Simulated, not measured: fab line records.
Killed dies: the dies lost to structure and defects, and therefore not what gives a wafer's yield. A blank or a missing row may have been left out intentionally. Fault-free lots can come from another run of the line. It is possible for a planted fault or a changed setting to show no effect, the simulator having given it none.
What tool caused it? :: flow gf180mcu :: 12 lots with 36 wafers sampled at 5 steps, on a route of 602 steps

WHAT THE GAUGES SHOWED, per wafer
GF_MVPSD_OVL_MEAS_07. Usual: for MVPSD_OVL the level is 1.0 nm and the standard deviation is 1.4.
lot: L763
measured: day 4 21:52
on: overlay-01
MVPSD_OVL (nm): 2.2 1.5 1.3
flag: 

lot: L765
measured: day 5 11:07
on: overlay-02
MVPSD_OVL (nm): -0.8 1.3 2.3
flag: 

lot: L768
measured: day 6 05:18
on: overlay-01
MVPSD_OVL (nm): -1.2 -1.1 -0.7
flag: 

lot: L769
measured: day 6 11:43
on: overlay-02
MVPSD_OVL (nm): 0.8 -0.3 1.8
flag: 

lot: L774
measured: day 7 16:52
on: overlay-01
MVPSD_OVL (nm): 0.8 0.5 0.3
flag: 

lot: L775
measured: day 7 23:15
on: overlay-02
MVPSD_OVL (nm): 0.1 1.2 0.6
flag: 

lot: L778
measured: day 8 20:26
on: overlay-02
MVPSD_OVL (nm): 1.7 3.2 2.4
flag: 

lot: L782
measured: day 9 17:54
on: overlay-02
MVPSD_OVL (nm): 0.8 -0.5 2.8
flag: 

lot: L783
measured: day 10 00:32
on: overlay-01
MVPSD_OVL (nm): -1.5 -0.1 -1.2
flag: 

lot: L784
measured: day 10 05:09
on: overlay-02
MVPSD_OVL (nm): 1.5 1.0 1.0
flag: 

lot: L785
measured: day 10 12:03
on: overlay-01
MVPSD_OVL (nm): -1.5 1.7 2.2
flag: 

lot: L786
measured: day 10 21:33
on: overlay-02
MVPSD_OVL (nm): 0.3 0.5 0.0
flag: 

GF_VT_IMPLANT_TW_MEAS_10. Usual: for VT_IMPLANT_TW the level is 568 and the standard deviation is 4.3.
lot: L763
measured: day 5 12:19
on: film-metro-04
VT_IMPLANT_TW: 564 564 561
flag: 

lot: L765
measured: day 6 02:19
on: film-metro-02
VT_IMPLANT_TW: 572 567 572
flag: 

lot: L768
measured: day 6 21:16
on: film-metro-04
VT_IMPLANT_TW: 565 564 565
flag: 

lot: L769
measured: day 7 03:50
on: film-metro-02
VT_IMPLANT_TW: 593 594 593
flag: OFF

lot: L774
measured: day 8 10:37
on: film-metro-02
VT_IMPLANT_TW: 590 592 587
flag: OFF

lot: L775
measured: day 8 16:15
on: film-metro-02
VT_IMPLANT_TW: 590 589 590
flag: OFF

lot: L778
measured: day 9 14:14
on: film-metro-03
VT_IMPLANT_TW: 561 562 563
flag: 

lot: L782
measured: day 10 12:38
on: film-metro-04
VT_IMPLANT_TW: 565 563 566
flag: 

lot: L783
measured: day 10 18:14
on: film-metro-03
VT_IMPLANT_TW: 559 563 562
flag: 

lot: L784
measured: day 10 23:41
on: film-metro-03
VT_IMPLANT_TW: 560 560 560
flag: 

lot: L785
measured: day 11 06:46
on: film-metro-02
VT_IMPLANT_TW: 572 572 570
flag: 

lot: L786
measured: day 11 16:12
on: film-metro-02
VT_IMPLANT_TW: 574 573 577
flag: 

TOOL THAT RAN EACH LOT (tool first, then ch and the chambers of the sampled wafers, then the start)
lot: L763
GF_DNWELL_STRIP_08: plasma-asher-01 ch 1, day 2 18:58
GF_MVSD_STRIP_10: plasma-asher-03 ch 0,1, day 4 08:15
GF_VT_IMPLANT_IMPLANT_08: implanter-04 ch 0, day 5 12:05

lot: L765
GF_DNWELL_STRIP_08: plasma-asher-02 ch 0,1, day 3 05:43
GF_MVSD_STRIP_10: plasma-asher-02 ch 0,1, day 4 21:42
GF_VT_IMPLANT_IMPLANT_08: implanter-03 ch 0, day 6 02:04

lot: L768
GF_DNWELL_STRIP_08: plasma-asher-01 ch 0,1, day 3 21:22
GF_MVSD_STRIP_10: plasma-asher-01 ch 0,1, day 5 15:03
GF_VT_IMPLANT_IMPLANT_08: implanter-03 ch 0, day 6 21:01

lot: L769
GF_DNWELL_STRIP_08: plasma-asher-02 ch 0,1, day 4 02:01
GF_MVSD_STRIP_10: plasma-asher-03 ch 0,1, day 5 20:29
GF_VT_IMPLANT_IMPLANT_08: implanter-03 ch 0, day 7 03:35

lot: L774
GF_DNWELL_STRIP_08: plasma-asher-01 ch 0,1, day 5 03:56
GF_MVSD_STRIP_10: plasma-asher-03 ch 0,1, day 7 00:49
GF_VT_IMPLANT_IMPLANT_08: implanter-03 ch 0, day 8 10:24

lot: L775
GF_DNWELL_STRIP_08: plasma-asher-04 ch 0,1, day 5 08:58
GF_MVSD_STRIP_10: plasma-asher-01 ch 0,1, day 7 07:11
GF_VT_IMPLANT_IMPLANT_08: implanter-03 ch 0, day 8 16:00

lot: L778
GF_DNWELL_STRIP_08: plasma-asher-02 ch 0,1, day 6 03:31
GF_MVSD_STRIP_10: plasma-asher-01 ch 0,1, day 8 04:05
GF_VT_IMPLANT_IMPLANT_08: implanter-02 ch 0, day 9 13:59

lot: L782
GF_DNWELL_STRIP_08: plasma-asher-04 ch 0, day 6 23:25
GF_MVSD_STRIP_10: plasma-asher-03 ch 0,1, day 9 01:26
GF_VT_IMPLANT_IMPLANT_08: implanter-04 ch 0, day 10 12:23

lot: L783
GF_DNWELL_STRIP_08: plasma-asher-02 ch 0,1, day 7 04:56
GF_MVSD_STRIP_10: plasma-asher-03 ch 0,1, day 9 07:14
GF_VT_IMPLANT_IMPLANT_08: implanter-02 ch 0, day 10 17:59

lot: L784
GF_DNWELL_STRIP_08: plasma-asher-02 ch 0,1, day 7 09:46
GF_MVSD_STRIP_10: plasma-asher-01 ch 0, day 9 12:14
GF_VT_IMPLANT_IMPLANT_08: implanter-02 ch 0, day 10 23:26

lot: L785
GF_DNWELL_STRIP_08: plasma-asher-01 ch 0,1, day 7 14:47
GF_MVSD_STRIP_10: plasma-asher-02 ch 0,1, day 9 17:55
GF_VT_IMPLANT_IMPLANT_08: implanter-03 ch 0, day 11 06:33

lot: L786
GF_DNWELL_STRIP_08: plasma-asher-01 ch 0,1, day 7 21:23
GF_MVSD_STRIP_10: plasma-asher-02 ch 0,1, day 10 03:41
GF_VT_IMPLANT_IMPLANT_08: implanter-03 ch 0, day 11 15:57
- GF_DNWELL_STRIP_08: strips in O2/N2.
- GF_MVSD_STRIP_10: strips in O2/N2.
- GF_VT_IMPLANT_IMPLANT_08

WHAT THE TOOLS THEMSELVES READ (means of the sampled wafers that have a number; where no wafer has one, the mark that the record gives instead)
GF_DNWELL_STRIP_08. Usual: chamber-pressure-mTorr 1500.1 mTorr, standard deviation 1.2; drypump-motor-current-A 5.7 A, standard deviation 0.36; heater-power-w 356 W, standard deviation 31; oes-product-au 0.723 a.u., standard deviation 0.0045; platen-temp-c 249.97 C, standard deviation 0.17; strip-time-to-endpoint-s 36.98 s, standard deviation 0.085.
lot: L763
tool: plasma-asher-01
chamber-pressure-mTorr (mTorr): 1499.5
drypump-motor-current-A (A): 5.8
heater-power-w (W): 354
oes-product-au (a.u.): 0.723
platen-temp-c (C): 249.73
strip-time-to-endpoint-s (s): 36.91
flag: 

lot: L765
tool: plasma-asher-02
chamber-pressure-mTorr (mTorr): 1501.0
drypump-motor-current-A (A): 6.0
heater-power-w (W): 374
oes-product-au (a.u.): 0.723
platen-temp-c (C): 249.85
strip-time-to-endpoint-s (s): 36.90
flag: 

lot: L768
tool: plasma-asher-01
chamber-pressure-mTorr (mTorr): 1499.3
drypump-motor-current-A (A): 5.8
heater-power-w (W): 346
oes-product-au (a.u.): 0.722
platen-temp-c (C): 250.03
strip-time-to-endpoint-s (s): 36.97
flag: 

lot: L769
tool: plasma-asher-02
chamber-pressure-mTorr (mTorr): 1499.3
drypump-motor-current-A (A): 5.9
heater-power-w (W): 377
oes-product-au (a.u.): 0.725
platen-temp-c (C): 250.03
strip-time-to-endpoint-s (s): 37.10
flag: 

lot: L774
tool: plasma-asher-01
chamber-pressure-mTorr (mTorr): 1499.1
drypump-motor-current-A (A): 5.7
heater-power-w (W): 336
oes-product-au (a.u.): 0.724
platen-temp-c (C): 249.98
strip-time-to-endpoint-s (s): 37.01
flag: 

lot: L775
tool: plasma-asher-04
chamber-pressure-mTorr (mTorr): 1501.2
drypump-motor-current-A (A): 5.2
heater-power-w (W): 341
oes-product-au (a.u.): 0.722
platen-temp-c (C): 249.82
strip-time-to-endpoint-s (s): 37.13
flag: 

lot: L778
tool: plasma-asher-02
chamber-pressure-mTorr (mTorr): 1498.5
drypump-motor-current-A (A): 6.1
heater-power-w (W): 397
oes-product-au (a.u.): 0.727
platen-temp-c (C): 249.92
strip-time-to-endpoint-s (s): 36.89
flag: 

lot: L782
tool: plasma-asher-04
chamber-pressure-mTorr (mTorr): 1500.9
drypump-motor-current-A (A): 5.1
heater-power-w (W): 321
oes-product-au (a.u.): 0.721
platen-temp-c (C): 249.84
strip-time-to-endpoint-s (s): 37.02
flag: 

lot: L783
tool: plasma-asher-02
chamber-pressure-mTorr (mTorr): 1501.6
drypump-motor-current-A (A): 6.1
heater-power-w (W): 398
oes-product-au (a.u.): 0.721
platen-temp-c (C): 249.86
strip-time-to-endpoint-s (s): 37.00
flag: 

lot: L784
tool: plasma-asher-02
chamber-pressure-mTorr (mTorr): 1499.8
drypump-motor-current-A (A): 6.2
heater-power-w (W): 399
oes-product-au (a.u.): 0.720
platen-temp-c (C): 249.96
strip-time-to-endpoint-s (s): 37.06
flag: 

lot: L785
tool: plasma-asher-01
chamber-pressure-mTorr (mTorr): 1500.4
drypump-motor-current-A (A): 5.8
heater-power-w (W): 344
oes-product-au (a.u.): 0.722
platen-temp-c (C): 250.03
strip-time-to-endpoint-s (s): 36.90
flag: 

lot: L786
tool: plasma-asher-01
chamber-pressure-mTorr (mTorr): 1500.4
drypump-motor-current-A (A): 5.7
heater-power-w (W): 340
oes-product-au (a.u.): 0.724
platen-temp-c (C): 250.10
strip-time-to-endpoint-s (s): 36.95
flag: 

GF_MVSD_STRIP_10. Usual: chamber-pressure-mTorr 1500.2 mTorr, standard deviation 1.2; drypump-motor-current-A 5.8 A, standard deviation 0.44; heater-power-w 339 W, standard deviation 39; oes-product-au 0.723 a.u., standard deviation 0.0042; platen-temp-c 249.98 C, standard deviation 0.17; strip-time-to-endpoint-s 37.03 s, standard deviation 0.11.
lot: L763
tool: plasma-asher-03
chamber-pressure-mTorr (mTorr): 1499.1
drypump-motor-current-A (A): 5.6
heater-power-w (W): 305
oes-product-au (a.u.): 0.722
platen-temp-c (C): 249.81
strip-time-to-endpoint-s (s): 36.98
flag: 

lot: L765
tool: plasma-asher-02
chamber-pressure-mTorr (mTorr): 1500.6
drypump-motor-current-A (A): 6.1
heater-power-w (W): 392
oes-product-au (a.u.): 0.724
platen-temp-c (C): 249.87
strip-time-to-endpoint-s (s): 36.85
flag: 

lot: L768
tool: plasma-asher-01
chamber-pressure-mTorr (mTorr): 1499.4
drypump-motor-current-A (A): 5.8
heater-power-w (W): 345
oes-product-au (a.u.): 0.722
platen-temp-c (C): 249.78
strip-time-to-endpoint-s (s): 36.87
flag: 

lot: L769
tool: plasma-asher-03
chamber-pressure-mTorr (mTorr): 1500.6
drypump-motor-current-A (A): 6.0
heater-power-w (W): 315
oes-product-au (a.u.): 0.719
platen-temp-c (C): 250.02
strip-time-to-endpoint-s (s): 37.03
flag: 

lot: L774
tool: plasma-asher-03
chamber-pressure-mTorr (mTorr): 1500.4
drypump-motor-current-A (A): 6.0
heater-power-w (W): 312
oes-product-au (a.u.): 0.727
platen-temp-c (C): 249.95
strip-time-to-endpoint-s (s): 37.04
flag: 

lot: L775
tool: plasma-asher-01
chamber-pressure-mTorr (mTorr): 1501.3
drypump-motor-current-A (A): 5.7
heater-power-w (W): 349
oes-product-au (a.u.): 0.726
platen-temp-c (C): 250.02
strip-time-to-endpoint-s (s): 37.02
flag: 

lot: L778
tool: plasma-asher-01
chamber-pressure-mTorr (mTorr): 1501.4
drypump-motor-current-A (A): 5.7
heater-power-w (W): 339
oes-product-au (a.u.): 0.722
platen-temp-c (C): 250.03
strip-time-to-endpoint-s (s): 37.14
flag: 

lot: L782
tool: plasma-asher-03
chamber-pressure-mTorr (mTorr): 1499.8
drypump-motor-current-A (A): 6.0
heater-power-w (W): 313
oes-product-au (a.u.): 0.721
platen-temp-c (C): 249.96
strip-time-to-endpoint-s (s): 37.11
flag: 

lot: L783
tool: plasma-asher-03
chamber-pressure-mTorr (mTorr): 1500.9
drypump-motor-current-A (A): 5.6
heater-power-w (W): 294
oes-product-au (a.u.): 0.728
platen-temp-c (C): 250.16
strip-time-to-endpoint-s (s): 37.02
flag: 

lot: L784
tool: plasma-asher-01
chamber-pressure-mTorr (mTorr): 1501.0
drypump-motor-current-A (A): 5.6
heater-power-w (W): 339
oes-product-au (a.u.): 0.724
platen-temp-c (C): 249.92
strip-time-to-endpoint-s (s): 37.01
flag: 

lot: L785
tool: plasma-asher-02
chamber-pressure-mTorr (mTorr): 1500.4
drypump-motor-current-A (A): 6.0
heater-power-w (W): 375
oes-product-au (a.u.): 0.718
platen-temp-c (C): 249.89
strip-time-to-endpoint-s (s): 36.91
flag: 

lot: L786
tool: plasma-asher-02
chamber-pressure-mTorr (mTorr): 1500.0
drypump-motor-current-A (A): 6.1
heater-power-w (W): 394
oes-product-au (a.u.): 0.727
platen-temp-c (C): 249.99
strip-time-to-endpoint-s (s): 37.02
flag: 

GF_VT_IMPLANT_IMPLANT_08. Usual: 19.999 for beam-energy-keV, sd 0.0066.
lot: L763
tool: implanter-04
beam-energy-keV: 20.005
flag: 

lot: L765
tool: implanter-03
beam-energy-keV: 20.000
flag: 

lot: L768
tool: implanter-03
beam-energy-keV: 19.990
flag: 

lot: L769
tool: implanter-03
beam-energy-keV: 22.671
flag: OFF

lot: L774
tool: implanter-03
beam-energy-keV: 22.667
flag: OFF

lot: L775
tool: implanter-03
beam-energy-keV: 22.674
flag: OFF

lot: L778
tool: implanter-02
beam-energy-keV: 19.995
flag: 

lot: L782
tool: implanter-04
beam-energy-keV: 20.002
flag: 

lot: L783
tool: implanter-02
beam-energy-keV: 19.991
flag: 

lot: L784
tool: implanter-02
beam-energy-keV: 20.004
flag: 

lot: L785
tool: implanter-03
beam-energy-keV: 19.997
flag: 

lot: L786
tool: implanter-03
beam-energy-keV: 19.991
flag: 

THE ANSWER, worked out from the rows above alone
Rule: lot off if the mean of its wafers having a number is beyond 3 standard deviations from the usual mean. A lot without any number at a reading at which 4 lots or more have one is off too. The other lots that the step has rows for count as sound. The gauges are gone through in route order, then the tools' own readings, and for those a lot's mean is taken as printed above. At the first step where some lot is off, the reading lying furthest off is the one used; lots without a number count as furthest.
Off: at GF_VT_IMPLANT_TW_MEAS_10 (VT_IMPLANT_TW), L769, L774, L775.
If a tool, at a process step before that reading, ran all the lots that are off and no sound lot after the first of them, it fits. Not tried: the gauges at GF_VT_IMPLANT_TW_MEAS_10; whatever is off there is also off at GF_VT_IMPLANT_IMPLANT_08, on other tools, and gauge error can't account for it. No candidate that was tried fits.

WHAT HAD BEEN PUT IN BY THE SIMULATOR
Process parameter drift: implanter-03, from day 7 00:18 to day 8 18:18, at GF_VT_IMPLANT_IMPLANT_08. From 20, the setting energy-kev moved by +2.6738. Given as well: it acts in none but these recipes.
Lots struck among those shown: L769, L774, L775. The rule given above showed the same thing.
